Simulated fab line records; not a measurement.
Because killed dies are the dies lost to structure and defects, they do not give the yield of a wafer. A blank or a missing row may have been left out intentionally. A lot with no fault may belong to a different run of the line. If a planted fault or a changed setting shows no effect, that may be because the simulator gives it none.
Which of the tools did it? || flow sky130 || route of 708 steps, sampled at 1 step: 11 lots, 33 wafers

## WHAT THE GAUGES READ, wafer by wafer
SKY_METAL1_THK_MEAS_06: measures by xrf. Usual: METAL1_ALCU_THK gives 248 nm (standard deviation 3.2).
{"lot": "L770", "measured": "day 32 20:25", "on": "film-metro-03", "METAL1_ALCU_THK (nm)": "244 246 246", "flag": ""}
{"lot": "L773", "measured": "day 34 01:10", "on": "film-metro-04", "METAL1_ALCU_THK (nm)": "252 253 250", "flag": ""}
{"lot": "L774", "measured": "day 34 07:36", "on": "film-metro-04", "METAL1_ALCU_THK (nm)": "249 246 243", "flag": ""}
{"lot": "L775", "measured": "day 34 15:12", "on": "film-metro-02", "METAL1_ALCU_THK (nm)": "247 247 253", "flag": ""}
{"lot": "L777", "measured": "day 35 07:19", "on": "film-metro-02", "METAL1_ALCU_THK (nm)": "247 244 247", "flag": ""}
{"lot": "L781", "measured": "day 36 04:47", "on": "film-metro-03", "METAL1_ALCU_THK (nm)": "246 246 245", "flag": ""}
{"lot": "L783", "measured": "day 37 01:53", "on": "film-metro-04", "METAL1_ALCU_THK (nm)": "250 244 251", "flag": ""}
{"lot": "L784", "measured": "day 37 02:46", "on": "film-metro-04", "METAL1_ALCU_THK (nm)": "248 255 252", "flag": ""}
{"lot": "L788", "measured": "day 38 11:31", "on": "film-metro-03", "METAL1_ALCU_THK (nm)": "245 249 248", "flag": ""}
{"lot": "L789", "measured": "day 39 00:55", "on": "film-metro-02", "METAL1_ALCU_THK (nm)": "244 253 244", "flag": ""}
{"lot": "L790", "measured": "day 39 05:47", "on": "film-metro-02", "METAL1_ALCU_THK (nm)": "254 252 251", "flag": ""}

## WHICH TOOL RAN EACH LOT (tool, then ch and the chambers of the sampled wafers, then the start)
No process step before these readings appears in the record.

## WHAT THE TOOLS THEMSELVES READ (means of the sampled wafers that have a number; where no wafer has one, the mark that the record gives instead)
The record holds no such reading with a usual standard deviation.

## THE ANSWER, worked out from the rows above alone
Rule: lot off if the mean of its wafers having a number is beyond 3 standard deviations from the usual mean. Also off: a lot with no number at a reading for which 4 or more lots have one. Any other lot the step has rows for is counted as sound. The gauges are gone through in route order, then the tools' own readings, and for those a lot's mean is taken as printed above. The first step at which some lot is off is used, and at that step the reading that is off furthest; a lot without a number counts as furthest.
Across all readings shown, no lot is off: no conclusion can be drawn from this.

## WHAT THE SIMULATOR PUT IN
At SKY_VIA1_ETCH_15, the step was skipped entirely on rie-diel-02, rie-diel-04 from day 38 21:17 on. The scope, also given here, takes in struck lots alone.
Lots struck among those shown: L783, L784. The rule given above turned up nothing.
